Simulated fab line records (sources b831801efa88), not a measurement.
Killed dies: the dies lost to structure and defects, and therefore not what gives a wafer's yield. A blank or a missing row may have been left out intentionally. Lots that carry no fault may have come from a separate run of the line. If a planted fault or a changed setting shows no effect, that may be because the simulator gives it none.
A sampling plan put to the test || flow sky130 || one line in one fab, 14 faults in these records, each fault weighed on the records of the lots it struck
The plan is the line's own looks: the steps of the route at which a gauge or an inspection reads the wafer and doesn't change it. A look can be judged if struck wafers have a number there and the file gives its usual mean and standard deviation on fault-free wafers. Caught: 4 or more of those standard deviations (sigma) separate the usual mean from the mean of the struck wafers at a look after the fault's first step. On the tool: the identical test, applied to the tool's own readings at the steps of the fault. A different recipe on the struck wafers counts as caught too, as does a record blank only for those wafers.

THE FAULTS, as the simulator had put them in
1. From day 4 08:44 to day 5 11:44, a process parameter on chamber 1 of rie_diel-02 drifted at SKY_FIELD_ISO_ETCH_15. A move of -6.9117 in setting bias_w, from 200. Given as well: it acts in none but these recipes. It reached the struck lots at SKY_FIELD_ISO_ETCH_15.
2. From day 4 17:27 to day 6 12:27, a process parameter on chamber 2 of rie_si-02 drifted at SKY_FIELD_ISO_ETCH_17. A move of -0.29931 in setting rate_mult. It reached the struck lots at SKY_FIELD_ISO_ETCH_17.
3. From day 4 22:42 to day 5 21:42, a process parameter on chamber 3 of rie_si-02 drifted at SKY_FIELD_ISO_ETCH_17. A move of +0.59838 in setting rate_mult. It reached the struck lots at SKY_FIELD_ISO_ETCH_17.
4. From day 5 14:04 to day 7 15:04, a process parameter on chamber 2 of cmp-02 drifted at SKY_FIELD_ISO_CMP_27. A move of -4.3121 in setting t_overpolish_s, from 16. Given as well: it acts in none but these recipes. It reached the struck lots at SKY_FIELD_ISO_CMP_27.
5. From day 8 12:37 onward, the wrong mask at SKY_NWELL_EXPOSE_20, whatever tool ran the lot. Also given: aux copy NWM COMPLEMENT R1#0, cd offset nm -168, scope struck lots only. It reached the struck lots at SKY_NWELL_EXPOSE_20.
6. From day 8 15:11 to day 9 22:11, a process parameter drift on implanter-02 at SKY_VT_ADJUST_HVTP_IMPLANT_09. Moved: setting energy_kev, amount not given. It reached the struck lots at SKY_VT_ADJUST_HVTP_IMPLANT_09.
7. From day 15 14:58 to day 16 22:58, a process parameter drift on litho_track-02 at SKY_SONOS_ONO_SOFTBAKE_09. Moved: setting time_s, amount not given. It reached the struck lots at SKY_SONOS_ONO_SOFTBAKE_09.
8. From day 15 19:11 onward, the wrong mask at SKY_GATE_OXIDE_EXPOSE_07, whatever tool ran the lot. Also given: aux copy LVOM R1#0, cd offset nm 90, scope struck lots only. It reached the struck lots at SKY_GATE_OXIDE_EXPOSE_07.
9. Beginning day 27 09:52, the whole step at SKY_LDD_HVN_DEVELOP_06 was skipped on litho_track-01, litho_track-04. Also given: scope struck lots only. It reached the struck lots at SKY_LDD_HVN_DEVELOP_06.
10. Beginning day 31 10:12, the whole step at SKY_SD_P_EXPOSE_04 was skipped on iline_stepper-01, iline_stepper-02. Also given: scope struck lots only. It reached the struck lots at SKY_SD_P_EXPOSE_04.
11. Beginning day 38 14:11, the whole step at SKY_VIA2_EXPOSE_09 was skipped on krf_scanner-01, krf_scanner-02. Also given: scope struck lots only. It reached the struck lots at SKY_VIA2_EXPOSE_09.
12. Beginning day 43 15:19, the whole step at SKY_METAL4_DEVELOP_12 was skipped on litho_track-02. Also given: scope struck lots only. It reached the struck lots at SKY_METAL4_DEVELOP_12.
13. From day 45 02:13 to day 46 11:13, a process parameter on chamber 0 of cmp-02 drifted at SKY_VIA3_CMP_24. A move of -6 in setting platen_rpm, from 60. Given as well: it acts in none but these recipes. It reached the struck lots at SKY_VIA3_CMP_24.
14. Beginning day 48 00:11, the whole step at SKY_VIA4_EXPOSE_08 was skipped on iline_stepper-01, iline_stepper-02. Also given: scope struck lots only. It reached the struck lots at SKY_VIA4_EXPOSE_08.

WHAT THE PLAN SAW
{"fault": 1, "on the tool itself": "bias_w -12 sigma", "first look that catches it": "not the one look that can be judged after it", "reading, sigma": "-", "median hours from its first step to that look": "-", "hours from the fault's start to the first struck lot there": "-", "judged looks passed uncaught": 1}
{"fault": 2, "on the tool itself": "oes_product_au -21 sigma", "first look that catches it": "not the one look that can be judged after it", "reading, sigma": "-", "median hours from its first step to that look": "-", "hours from the fault's start to the first struck lot there": "-", "judged looks passed uncaught": 1}
{"fault": 3, "on the tool itself": "oes_product_au +45 sigma", "first look that catches it": "none of the 2 looks that can be judged after it", "reading, sigma": "-", "median hours from its first step to that look": "-", "hours from the fault's start to the first struck lot there": "-", "judged looks passed uncaught": 2}
{"fault": 4, "on the tool itself": "overpolish_run_s -99 or beyond sigma", "first look that catches it": "none of the 3 looks that can be judged after it", "reading, sigma": "-", "median hours from its first step to that look": "-", "hours from the fault's start to the first struck lot there": "-", "judged looks passed uncaught": 3}
{"fault": 5, "on the tool itself": "under 2 sigma", "first look that catches it": "not the one look that can be judged after it", "reading, sigma": "-", "median hours from its first step to that look": "-", "hours from the fault's start to the first struck lot there": "-", "judged looks passed uncaught": 1}
{"fault": 6, "on the tool itself": "beam_energy_keV +49 sigma", "first look that catches it": "none of the 2 looks that can be judged after it", "reading, sigma": "-", "median hours from its first step to that look": "-", "hours from the fault's start to the first struck lot there": "-", "judged looks passed uncaught": 2}
{"fault": 7, "on the tool itself": "heater_power_total_W +99 or beyond sigma", "first look that catches it": "no look after it can be judged", "reading, sigma": "-", "median hours from its first step to that look": "-", "hours from the fault's start to the first struck lot there": "-", "judged looks passed uncaught": 0}
{"fault": 8, "on the tool itself": "no reading that can be judged", "first look that catches it": "not the one look that can be judged after it", "reading, sigma": "-", "median hours from its first step to that look": "-", "hours from the fault's start to the first struck lot there": "-", "judged looks passed uncaught": 1}
{"fault": 9, "on the tool itself": "the tool's record is blank for the struck wafers", "first look that catches it": "not the one look that can be judged after it", "reading, sigma": "-", "median hours from its first step to that look": "-", "hours from the fault's start to the first struck lot there": "-", "judged looks passed uncaught": 1}
{"fault": 10, "on the tool itself": "no reading that can be judged", "first look that catches it": "no look after it can be judged", "reading, sigma": "-", "median hours from its first step to that look": "-", "hours from the fault's start to the first struck lot there": "-", "judged looks passed uncaught": 0}
{"fault": 11, "on the tool itself": "no reading that can be judged", "first look that catches it": "no look after it can be judged", "reading, sigma": "-", "median hours from its first step to that look": "-", "hours from the fault's start to the first struck lot there": "-", "judged looks passed uncaught": 0}
{"fault": 12, "on the tool itself": "the tool's record is blank for the struck wafers", "first look that catches it": "no look after it can be judged", "reading, sigma": "-", "median hours from its first step to that look": "-", "hours from the fault's start to the first struck lot there": "-", "judged looks passed uncaught": 0}
{"fault": 13, "on the tool itself": "platen_rpm -99 or beyond sigma", "first look that catches it": "no look after it can be judged", "reading, sigma": "-", "median hours from its first step to that look": "-", "hours from the fault's start to the first struck lot there": "-", "judged looks passed uncaught": 0}
{"fault": 14, "on the tool itself": "no reading that can be judged", "first look that catches it": "no look after it can be judged", "reading, sigma": "-", "median hours from its first step to that look": "-", "hours from the fault's start to the first struck lot there": "-", "judged looks passed uncaught": 0}
A dash: the fault isn't caught, or these records don't give the number.

Caught at a look: 0 of 14. Caught on the tool: 9 of 14. By one or the other: 9 of 14.
Faults caught by the tool alone: 1, 2, 3, 4, 6, 7, 9, 12, 13.
Caught by neither: faults 5, 8, 10, 11, 14.
